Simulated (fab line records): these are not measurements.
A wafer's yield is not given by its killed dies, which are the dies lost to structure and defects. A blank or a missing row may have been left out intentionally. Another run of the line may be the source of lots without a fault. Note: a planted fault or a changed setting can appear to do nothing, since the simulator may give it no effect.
Problem report in the 8D (eight disciplines) form, filled by code || flow gf180mcu || the parts of the form that need people (team, actions taken, sign-off) are left out

== 1. THE PROBLEM ==
chamberPressurePa at GF_MIM_SPUTTER_09 reads a mean of 0.4162 Pa on 9 wafers of 3 lots; wafers without a fault read 0.4000 Pa with a standard deviation of 0.00075. That is +22 standard deviations from the usual mean.
The step: material TiN, target thk 35 nm, time 29.2 s.
First seen on wafer L377.1, day 28 21:43, on pvdSputter-01. The record has a number at this step for 39 wafers belonging to 13 lots. Rule for "out" (also "out of limits"): further than 4 standard deviations from the usual mean. All remaining wafers that have a number are taken as sound.

== 2. WHAT THIS IS AND IS NOT ==
{"question": "which readings at this step", "is": "chamberPressurePa", "is not": "throttleValvePct"}
{"question": "which lots", "is": "L377, L378, L379", "is not": "L366, L367, L369, L370, L371, L372, L374, L375, L376, L386"}
{"question": "which wafers of those lots", "is": "all that have a number", "is not": "-"}
{"question": "read on which tools", "is": "pvdSputter-01", "is not": "pvdSputter-02, pvdSputter-04"}
{"question": "when", "is": "from day 28 21:43", "is not": "up to then (27 sound wafers); but 3 sound wafers of L386 came after"}

== 3. SUSPECTS, AND WHAT RULES EACH OUT ==
Counting: a tool stays on the suspect list if, at a process step up to the reading, it processed all lots that are out and no sound lot following the first of them.
- pvdSputter-01 at GF_MIM_SPUTTER_09 (material TiN, target thk 35 nm, time 29.2 s): kept. Every lot that is out went through it, starting with L377 (day 28 21:43), and after that it ran no sound lot; the last sound lot it ran before then is L376 (day 28 16:15). Out on those wafers are its own readings of chamberPressurePa.
The count leaves pvdSputter-01 at GF_MIM_SPUTTER_09.

== 4. THE CAUSE (what the simulator had put in) ==
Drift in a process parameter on pvdSputter-01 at GF_MIM_SPUTTER_09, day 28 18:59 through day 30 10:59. A move of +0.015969 in setting chamberPressurePa, from 0.4. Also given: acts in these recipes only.
This tool alone remained once counting was done.

== 5. SEQUENCE OF EFFECTS, ordered by route ==
One row per reading whose mean, taken over the struck wafers that have a number, lies over 3 standard deviations from the usual. Only readings whose record carries a usual standard deviation are examined. hours: median over the lots of the time between each lot's start at the first step of this table that gives one and its start at this step. sigmas: the change, counted in usual standard deviations.
{"hours": 0, "step": "GF_MIM_SPUTTER_09", "reading": "chamberPressurePa", "usual": "0.4000 Pa", "on struck wafers": 0.4162, "change": "+0.0162", "sigmas": "+22"}
It contains these process steps:
- GF_MIM_SPUTTER_09: material TiN, target thk 35 nm, time 29.2 s.

== 6. HOW IT WOULD HAVE BEEN CAUGHT EARLIER ==
The fault began at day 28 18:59; the first out-of-limits reading in this record came at day 28 21:43, 3 hours later.
